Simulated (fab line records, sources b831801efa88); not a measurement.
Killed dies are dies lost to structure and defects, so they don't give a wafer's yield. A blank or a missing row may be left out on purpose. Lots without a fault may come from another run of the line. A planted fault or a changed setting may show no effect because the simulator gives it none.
A struck lot beside a sound one | flow gf180mcu | 16 steps out of a route of 602
Sound: wafers L705.1, L705.3, L705.4. Struck: wafers L704.1, L704.2, L704.3. The cause comes at the end.
At each step with rows: each side's tool, then ch and its chambers, then its first start. Under that, the readings that differ: sound wafers | struck wafers | difference of the means | sigmas: that difference in standard deviations of wafers without a fault.
alike: readings whose means differ by less than 2 such deviations, and words and numbers that are the same on both sides. not compared: withheld readings, readings that some wafer has no value for, bounds like >300 that may hide the same value, and numbers for which the record gives no deviation and whose values overlap.
The two part at a step that has a row with sigmas, a row that says differs or no value, or rows on one side only. Numbers that don't overlap but have no deviation are shown without sigmas and don't part them. A reading that every wafer of one side lacks parts them only if that side has two wafers or more.

GF_V3_CMP_04: polishes SiO2.
  sound on cmp-02 ch 1,2,3, day 28 18:18; struck on cmp-02 ch 1,2,3, day 28 16:01
  alike: motor_current_A, platen_rpm, slurry_filter_dp_kPa, time_to_endpoint_s
GF_V3_BOW_MEAS_05:
  sound on film_metro-01, day 28 18:33; struck on film_metro-03, day 28 16:19
  alike: V3_BOW
then, 8 steps without rows for these wafers: GF_V3_DEHYDRATE_06 (time 60 s); GF_V3_HMDS_07 (prime time 60 s); GF_V3_COAT_08; GF_V3_COAT_09 (resist thk 1000 nm); GF_V3_SOFTBAKE_10 (time 60 s); GF_V3_EXPOSE_11 (exposes mask Via3, target cd 260 nm); GF_V3_PEB_12 (peb time 90 s); GF_V3_DEVELOP_13 (develop time 60 s).
GF_V3_CD_MEAS_14: target cd 260 nm.
  sound on cd_sem-01, day 29 13:49; struck on cd_sem-02, day 29 10:48
  reading    | sound             | struck            | difference | sigmas
  cd_nm (nm) | 257.9 257.6 258.1 | 262.8 261.2 261.9 | +4.1       | +3
GF_V3_OVL_MEAS_15:
  sound on overlay-02, day 29 13:56; struck on overlay-02, day 29 10:55
  alike: V3_OVL
GF_V3_ETCH_16: etches BARC in N2/H2.
  sound on rie_diel-04 ch 0,1,2, day 29 13:59; struck on rie_diel-03 ch 0,2,3, day 29 10:58
  no value came back on the struck wafers for any of 5 readings (bias_w (W), chamber_pressure_mTorr (mTorr) and others); on the sound wafers bias_w (W) reads 100.22 99.91 99.96
GF_V3_ETCH_17: etches SiO2 in C4F8/O2/Ar, stops on TiN, target depth 635 nm.
  sound on rie_diel-04 ch 0,1,2; struck on rie_diel-03 ch 0,2,3
  reading               | sound             | struck            | difference | sigmas
  oes_product_au (a.u.) | 0.853 0.859 0.861 | 0.364 0.369 0.377 | -0.488     | -99 or more
  alike: bias_w, chamber_pressure_mTorr
GF_V3_STRIP_18: strips in O2/N2.
  sound on plasma_asher-02 ch 0,1, day 29 14:07; struck on plasma_asher-01 ch 0,1, day 29 11:05
  reading               | sound             | struck            | difference | sigmas
  oes_product_au (a.u.) | 0.597 0.595 0.588 | 0.615 0.609 0.609 | +0.018     | +4
  alike: drypump_motor_current_A, heater_power_w, platen_temp_c
  not compared: rf_hours_counter_h
then, 1 step without rows for these wafers: GF_V3_STRIP_19 (strips in post etch residue remover, time 1200 s).

WHERE THEY PART
First at GF_V3_CD_MEAS_14; last, within this record, at GF_V3_STRIP_18.

WHY: what the simulator had put in
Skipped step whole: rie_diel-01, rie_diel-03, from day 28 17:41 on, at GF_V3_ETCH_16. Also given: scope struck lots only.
